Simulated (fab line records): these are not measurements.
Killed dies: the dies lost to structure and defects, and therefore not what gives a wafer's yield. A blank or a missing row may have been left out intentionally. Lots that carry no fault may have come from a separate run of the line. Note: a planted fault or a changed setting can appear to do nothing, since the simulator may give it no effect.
Which tool is to blame? -- flow sky130 -- 12 lots with 36 wafers sampled at 5 steps, on a route of 708 steps

WHAT THE GAUGES READ, wafer by wafer
SKY_PWDE_OVL_MEAS_07.
lot,measured,on,PWDE_OVL (nm)
L922,day 4 00:43,overlay-01,-0.8 -0.4 -0.7
L924,day 4 15:16,overlay-02,1.7 1.9 2.5
L927,day 5 03:59,overlay-01,0.9 1.2 2.5
L929,day 5 21:31,overlay-01,4.1 2.9 2.9
L930,day 5 20:11,overlay-02,1.5 1.1 2.9
L934,day 6 22:35,overlay-01,-0.8 -2.0 0.7
L935,day 7 01:19,overlay-01,-1.8 -2.7 -2.1
L936,day 7 09:53,overlay-01,2.5 1.8 2.7
L937,day 7 13:46,overlay-01,2.8 1.6 1.8
L940,day 8 06:11,overlay-01,1.8 2.6 1.8
L942,day 8 19:50,overlay-01,5.3 4.1 3.5
L943,day 8 22:37,overlay-02,-0.8 -0.8 -0.3

WHAT TOOL EACH LOT RAN ON (gives the tool, then ch and the chambers of the sampled wafers, and finally the start)
lot,SKY_FIELD_ISO_COAT_08,SKY_FIELD_ISO_STRIP_16,SKY_FIELD_ISO_ETCH_17,SKY_FIELD_ISO_CMP_27
L922,"litho track-02 ch 0, day 2 02:00","plasma asher-03 ch 0,1, day 2 10:32","rie si-01 ch 1,2, day 2 10:38","cmp-02 ch 0,1,3, day 2 15:08"
L924,"litho track-01 ch 0, day 2 13:00","plasma asher-03 ch 0,1, day 2 22:03","rie si-01 ch 0,1,3, day 2 22:09","cmp-01 ch 0,3, day 3 02:51"
L927,"litho track-02 ch 0, day 3 03:00","plasma asher-02 ch 0,1, day 3 11:11","rie si-01 ch 0,3, day 3 11:17","cmp-02 ch 1,2,3, day 3 15:22"
L929,"litho track-04 ch 0, day 3 18:00","plasma asher-01 ch 0,1, day 4 03:43","rie si-02 ch 1,2, day 4 03:49","cmp-01 ch 0,2,3, day 4 07:37"
L930,"litho track-02 ch 0, day 3 19:00","plasma asher-03 ch 0,1, day 4 03:58","rie si-01 ch 0,2,3, day 4 04:04","cmp-02 ch 0,1,3, day 4 07:50"
L934,"litho track-01 ch 0, day 4 14:00","plasma asher-03 ch 0,1, day 4 23:16","rie si-02 ch 0,1,2, day 4 23:20","cmp-01 ch 0,1,2, day 5 06:37"
L935,"litho track-02 ch 0, day 4 19:00","plasma asher-03 ch 0,1, day 5 04:38","rie si-01 ch 1,2,3, day 5 04:44","cmp-02 ch 0,2,3, day 5 08:49"
L936,"litho track-01 ch 0, day 5 00:00","plasma asher-03 ch 0,1, day 5 10:10","rie si-01 ch 0,1,3, day 5 10:16","cmp-02 ch 0,1, day 5 17:20"
L937,"litho track-02 ch 0, day 5 06:00","plasma asher-01 ch 0,1, day 5 15:40","rie si-01 ch 1,2,3, day 5 15:46","cmp-01 ch 1,2,3, day 5 20:10"
L940,"litho track-01 ch 0, day 5 22:00","plasma asher-02 ch 0,1, day 6 08:44","rie si-01 ch 0,1,3, day 6 08:50","cmp-02 ch 1,2,3, day 6 12:22"
L942,"litho track-04 ch 0, day 6 08:00","plasma asher-01 ch 0,1, day 6 18:26","rie si-02 ch 2,3, day 6 18:31","cmp-01 ch 1,2,3, day 7 01:01"
L943,"litho track-01 ch 0, day 6 12:00","plasma asher-03 ch 1, day 6 22:56","rie si-01 ch 1,2,3, day 6 23:02","cmp-02 ch 0,1,2, day 7 04:07"
- SKY_FIELD_ISO_COAT_08: resist thk 450 nm.
- SKY_FIELD_ISO_STRIP_16: strips in O2/N2.
- SKY_FIELD_ISO_ETCH_17: etches Si in HBr/Cl2/O2, target depth 342 nm, time 97.7 s.
- SKY_FIELD_ISO_CMP_27: polishes, stops on Si3N4, t overpolish 16 s, target thk 457.8 nm.

AS READ BY THE TOOLS THEMSELVES (means over the sampled wafers that have a number; for cases with no such wafer, the mark the record gives instead)
SKY_FIELD_ISO_COAT_08.
lot,tool,resist line temp C (C),spin speed rpm (rpm)
L922,litho track-02,23.28,2998.8
L924,litho track-01,23.04,3000.7
L927,litho track-02,23.01,3001.8
L929,litho track-04,23.01,2997.9
L930,litho track-02,22.95,3001.6
L934,litho track-01,23.01,2998.9
L935,litho track-02,22.88,2658.8
L936,litho track-01,22.74,2998.8
L937,litho track-02,22.85,2659.1
L940,litho track-01,22.98,3001.9
L942,litho track-04,23.01,2999.8
L943,litho track-01,23.01,2998.1

SKY_FIELD_ISO_STRIP_16.
lot,tool,drypump motor current A (A),oes product au (a.u.),strip time to endpoint s (s)
L922,plasma asher-03,5.58,0.377,3.535
L924,plasma asher-03,5.41,0.378,3.506
L927,plasma asher-02,5.85,0.382,3.516
L929,plasma asher-01,5.41,0.377,3.534
L930,plasma asher-03,5.57,0.382,3.562
L934,plasma asher-03,5.40,0.376,3.524
L935,plasma asher-03,5.56,0.390,3.849
L936,plasma asher-03,5.42,0.379,3.524
L937,plasma asher-01,5.40,0.387,3.842
L940,plasma asher-02,5.58,0.375,3.531
L942,plasma asher-01,5.45,0.380,3.584
L943,plasma asher-03,5.26,0.379,3.524

SKY_FIELD_ISO_ETCH_17.
lot,tool,drypump motor current A (A),oes product au (a.u.),throttle valve pct (%)
L922,rie si-01,6.1,0.980,25.671
L924,rie si-01,5.7,1.002,25.656
L927,rie si-01,5.9,1.004,25.654
L929,rie si-02,5.3,1.001,25.659
L930,rie si-01,5.9,0.992,25.651
L934,rie si-02,5.3,1.010,25.653
L935,rie si-01,5.8,0.996,25.663
L936,rie si-01,5.7,1.000,25.656
L937,rie si-01,5.8,1.003,25.659
L940,rie si-01,5.7,1.003,25.643
L942,rie si-02,5.3,0.999,25.650
L943,rie si-01,5.8,0.996,25.661

SKY_FIELD_ISO_CMP_27.
lot,tool,edge zone pressure frac,motor current A (A)
L922,cmp-02,0.996,12.3
L924,cmp-01,0.998,11.8
L927,cmp-02,0.997,11.8
L929,cmp-01,1.007,12.4
L930,cmp-02,1.000,12.1
L934,cmp-01,0.996,12.9
L935,cmp-02,1.007,12.0
L936,cmp-02,0.999,11.1
L937,cmp-01,0.997,12.7
L940,cmp-02,0.997,11.6
L942,cmp-01,0.998,12.2
L943,cmp-02,0.994,11.0

THE ANSWER, worked out from the rows above alone
Rule: the lots themselves supply what counts as usual. The widest of any qualifying gaps counts: lots, ordered by their means at a reading, are off when they make up no more than a third of the lots, leave a main group of 4 or more, and stand apart from it by 3 or more times the standard deviation of that group's means. The tables above print the reading to a certain number of digits; a main group whose means all agree to those digits is not used. Also off: a lot with no number at a reading for which 4 or more lots have one. Any other lot the step has rows for is counted as sound. After the gauges, taken in route order, come the tools' own readings; for these a lot's mean is taken, as printed above. At the first step where some lot is off, the reading lying furthest off is the one used; lots without a number count as furthest.
Off: L935, L937 (SKY_FIELD_ISO_COAT_08, spin speed rpm). The main group has a mean of 2999.8 rpm with a standard deviation of 1.5.
If a tool, at that step or one of the process steps before it, ran each lot that is off and ran no sound lot following the first of them, it fits. One fits: SKY_FIELD_ISO_COAT_08 on litho track-02. A fault onset in the window from L930 (day 3 19:00, its last sound lot) to L935 (day 4 19:00, its first lot off) fits.
The tool's own readings at SKY_FIELD_ISO_COAT_08 bear it out: on the lots that are off they differ by more than 5 times the standard deviation of the sound lots' means. spin speed rpm reads 2658.9 rpm there against 2999.8 rpm on the sound lots.

WHAT WAS PUT IN BY THE SIMULATOR
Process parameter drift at SKY_FIELD_ISO_COAT_08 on litho track-02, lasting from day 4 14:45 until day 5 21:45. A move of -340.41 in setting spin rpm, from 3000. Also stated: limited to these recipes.
Shown lots that were struck: L935, L937. This agrees with what the rule above found.
